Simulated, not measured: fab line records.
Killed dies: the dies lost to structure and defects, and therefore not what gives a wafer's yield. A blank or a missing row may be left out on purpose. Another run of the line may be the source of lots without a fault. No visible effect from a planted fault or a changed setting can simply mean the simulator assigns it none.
Struck lot and sound lot, side by side	flow sky130	15 out of 708 route steps
Sound: the wafers L821.1, L821.4, L821.6. The struck wafers were L812.1, L812.4, L812.6. The cause is named last.
Each step with rows lists, per side, the tool, then ch with its chambers, then its first start. Under that, the readings that differ: sound wafers	struck wafers	difference of the means	sigmas: that difference in standard deviations of wafers without a fault.
alike: words and numbers the same on both sides, and readings whose means are apart by under 2 such deviations; not compared: readings that were withheld, readings missing a value for some wafer, numbers with overlapping values and no deviation given by the record, and bounds like >300 which may hide the same value.
Wherever a step has rows on one side only, a row that says differs or no value, or a row with sigmas, the two part there. When numbers do not overlap yet have no deviation, they are printed without sigmas and do not part them. Lack of a reading on every wafer of one side parts them only where that side has two or more wafers.

first, 5 steps without rows for these wafers: SKY_SONOS_TUNNEL_COAT_02 (resist thk 1140 nm); SKY_SONOS_TUNNEL_SOFTBAKE_03 (time 60 s); SKY_SONOS_TUNNEL_EXPOSE_04 (exposes mask TUNM, target cd 410 nm); SKY_SONOS_TUNNEL_PEB_05; SKY_SONOS_TUNNEL_DEVELOP_06 (develop time 60 s).
SKY_SONOS_TUNNEL_CD_MEAS_07 targets a cd of 410 nm.
  sound on cdSem-01 at day 18 20:40; struck on cdSem-02 at day 15 15:07
  alike: cdNm
SKY_SONOS_TUNNEL_OVL_MEAS_08:
  sound on overlay-01 at day 18 20:47; struck on overlay-01 at day 15 15:14
  alike: SONOS_TUNNEL_OVL
then, 3 steps without rows for these wafers: SKY_SONOS_TUNNEL_IMPLANT_09; SKY_SONOS_TUNNEL_WET_ETCH_10 (etches SiO2 in dHF, target depth 14 nm, time 280 s); SKY_SONOS_TUNNEL_STRIP_11 (strips in SPM, time 600 s).
SKY_SONOS_TUNNEL_TW_MEAS_12:
  sound on filmMetro-04 at day 18 21:14; struck on filmMetro-01 at day 15 15:44
reading	sound	struck	difference	sigmas
SONOS_TUNNEL_TW	197.7 198.3 197.2	194.8 195.3 194.9	-2.7	-2
then, 1 step without rows for these wafers: SKY_SONOS_TUNNEL_CLEAN_13 (cleans in dHF, time 20 s).
SKY_SONOS_ONO_OXIDATION_00: stabilise 600 s, purge 300 s, target thk 2.6 nm.
  sound on furnace-02 ch 0, day 18 21:20; struck on furnace-02 ch 0, day 15 15:48
reading	sound	struck	difference	sigmas
spikeTcBottomC (C)	819.7 818.3 819.9	844.6 848.3 846.2	+27.1	+12
spikeTcCentreC (C)	797.5 797.9 798.2	823.5 823.9 822.8	+25.5	+15
spikeTcLowerC (C)	800.5 798.5 799.4	828.0 826.7 827.5	+27.9	+25
spikeTcTopC (C)	806.4 804.3 807.2	832.4 832.3 831.9	+26.2	+9
spikeTcUpperC (C)	800.8 801.7 801.9	828.3 828.9 826.8	+26.5	+16
tubeCenterTempC (C)	799.96 800.02 800.01	826.54 826.68 826.56	+26.60	+99 or more
tube_center_temp_C_max	802.7 802.1 802.1	828.4 828.6 828.5	+26.2	+73
zonePowerCentrePct (%)	15.45 15.53 15.65	16.73 16.78 16.66	+1.18	+4
model.SiO2_of_SONOS_ONO_OXIDATION_00.thkNm (nm)	2.527 2.551 2.529	3.718 3.703 3.704	+1.173	
  alike: rampDownCPerMin, rampUpCPerMin
SKY_SONOS_ONO_THK_MEAS_01:
  sound on filmMetro-03 at day 18 22:41; struck on filmMetro-03 at day 15 17:22
reading	sound	struck	difference	sigmas
SONOS_ONO_OXIDATION_THK (nm)	2.56 2.54 2.52	3.67 3.70 3.71	+1.15	+22
  not compared: hold
-- the record jumps here: 33 days lie between the struck wafers' starts before and after (it left off in module SONOS_ONO and takes up again in module PAD_OPEN, whose first step shown is number 708 of the route) --
SKY_PAD_OPEN_PROBE_99:
  sound on prober-02 at day 50 19:33; struck on prober-01 at day 48 21:49
reading	sound	struck	difference	sigmas
model.etest.sonosErased.driveUaUm	178.9 188.8 205.8	19.72 18.24 20.83	-171.57	
model.etest.sonosUncharged.rOnOhmUm	844.5 823.5 806.2	856.2 866.6 845.4	+31.3	
model.etest.sonosProgrammed.offLog10AUm	-13.91 -13.93 -13.86	-11.54 -11.24 -11.13	+2.60	
model.etest.sonosErased.vtV (V)	-2.244 -2.323 -2.342	-0.3702 -0.366 -0.3872	+1.9285	
model.etest.capOno.gateLog10ACm2	-8.095 -7.889 -7.873	-9.319 -9.448 -9.307	-1.406	
model.etest.capOno.gateBvV (V)	16.52 16.47 15.93	17.9 17.79 17.38	+1.4	
model.etest.capOno.toxAccNm (nm)	12.99 12.81 12.82	13.9 14.05 13.97	+1.1	
model.etest.sonosProgrammed.vtV (V)	1.377 1.465 1.467	0.7359 0.6701 0.7196	-0.7278	
  alike: killed_at_M0_to_M3, killed_at_M4_up, killedAtContacts, killedAtFrontEnd, killedAtOther, killedDies, killedOpen, killedShort

WHERE THEY PART
First at SKY_SONOS_TUNNEL_TW_MEAS_12; last, within this record, at SKY_SONOS_ONO_THK_MEAS_01. Later steps at which nothing parts them and some readings are alike: SKY_PAD_OPEN_PROBE_99.

WHY: whatever the simulator had introduced
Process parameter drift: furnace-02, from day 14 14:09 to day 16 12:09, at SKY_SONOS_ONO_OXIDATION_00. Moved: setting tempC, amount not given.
